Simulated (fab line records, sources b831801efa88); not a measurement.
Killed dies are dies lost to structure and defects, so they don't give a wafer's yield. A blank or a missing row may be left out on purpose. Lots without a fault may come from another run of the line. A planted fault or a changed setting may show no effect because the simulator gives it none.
Which tool did it? | flow sky130 | 12 lots, 36 wafers sampled, at 3 steps of a route of 708

WHAT THE GAUGES READ, wafer by wafer
SKY_LDD_HVN_TW_MEAS_10. Usual: LDD_HVN_TW 1446, standard deviation 12.
lot  | measured     | on            | LDD_HVN_TW     | flag
L804 | day 19 20:29 | film_metro-02 | 1429 1437 1429 |
L805 | day 20 13:00 | film_metro-03 | 1440 1448 1437 |
L806 | day 21 22:17 | film_metro-02 | 1439 1439 1440 |
L809 | day 23 05:07 | film_metro-03 | 1434 1434 1440 |
L808 | day 23 05:47 | film_metro-01 | 1452 1461 1451 |
L811 | day 23 07:56 | film_metro-01 | 1459 1456 1454 |
L810 | day 23 09:44 | film_metro-01 | 1453 1448 1451 |
L816 | day 24 23:05 | film_metro-03 | 1435 1435 1426 |
L819 | day 25 18:22 | film_metro-02 | 1413 1417 1415 |
L824 | day 28 00:35 | film_metro-03 | 1439 1438 1433 |
L826 | day 28 04:39 | film_metro-03 | 1440 1441 1438 |
L827 | day 28 21:26 | film_metro-01 | 1457 1465 1459 |

SKY_LDD_LDN_OVL_MEAS_07. Usual: LDD_LDN_OVL 0.1 nm, standard deviation 1.4.
lot  | measured     | on         | LDD_LDN_OVL (nm) | flag
L804 | day 22 09:26 | overlay-02 | -0.8 0.7 -1.4    |
L805 | day 23 00:53 | overlay-01 | -1.1 1.4 0.7     |
L806 | day 24 10:24 | overlay-01 | 0.9 -0.7 0.3     |
L809 | day 25 16:50 | overlay-01 | 1.3 1.9 1.8      |
L808 | day 25 17:19 | overlay-02 | 1.3 2.7 2.3      |
L811 | day 25 18:47 | overlay-01 | 0.0 -0.8 0.8     |
L810 | day 25 20:33 | overlay-02 | 0.6 0.1 1.9      |
L816 | day 27 09:26 | overlay-01 | 1.4 2.1 1.7      |
L819 | day 28 04:38 | overlay-02 | 2.2 0.9 2.6      |
L824 | day 30 09:05 | overlay-02 | -1.9 -3.4 -1.6   |
L826 | day 30 11:57 | overlay-02 | -1.4 -0.1 -0.5   |
L827 | day 31 04:51 | overlay-02 | 1.3 0.9 0.3      |

WHICH TOOL RAN EACH LOT (tool, then ch and the chambers of the sampled wafers, then the start)
lot  | SKY_LDD_HVN_IMPLANT_08
L804 | implanter-03 ch 0, day 19 20:14
L805 | implanter-02 ch 0, day 20 12:47
L806 | implanter-03 ch 0, day 21 22:03
L809 | implanter-02 ch 0, day 23 04:52
L808 | implanter-01 ch 0, day 23 05:34
L811 | implanter-01 ch 0, day 23 07:41
L810 | implanter-03 ch 0, day 23 09:29
L816 | implanter-02 ch 0, day 24 22:50
L819 | implanter-03 ch 0, day 25 18:07
L824 | implanter-01 ch 0, day 28 00:20
L826 | implanter-02 ch 0, day 28 04:26
L827 | implanter-03 ch 0, day 28 21:12
- SKY_LDD_HVN_IMPLANT_08

WHAT THE TOOLS THEMSELVES READ (means of the sampled wafers that have a number; where no wafer has one, the mark that the record gives instead)
The record holds no such reading with a usual standard deviation.

THE ANSWER, worked out from the rows above alone
Rule: a lot is off if the mean of its wafers that have a number lies more than 3 standard deviations from the usual mean. A lot without any number at a reading at which 4 lots or more have one is off too. The other lots that the step has rows for count as sound. The gauges are gone through in route order, then the tools' own readings, and for those a lot's mean is taken as printed above. The first step at which some lot is off is used, and at that step the reading that is off furthest; a lot without a number counts as furthest.
No lot is off at any reading shown: from this, nothing can be told.

WHAT THE SIMULATOR HAD PUT IN
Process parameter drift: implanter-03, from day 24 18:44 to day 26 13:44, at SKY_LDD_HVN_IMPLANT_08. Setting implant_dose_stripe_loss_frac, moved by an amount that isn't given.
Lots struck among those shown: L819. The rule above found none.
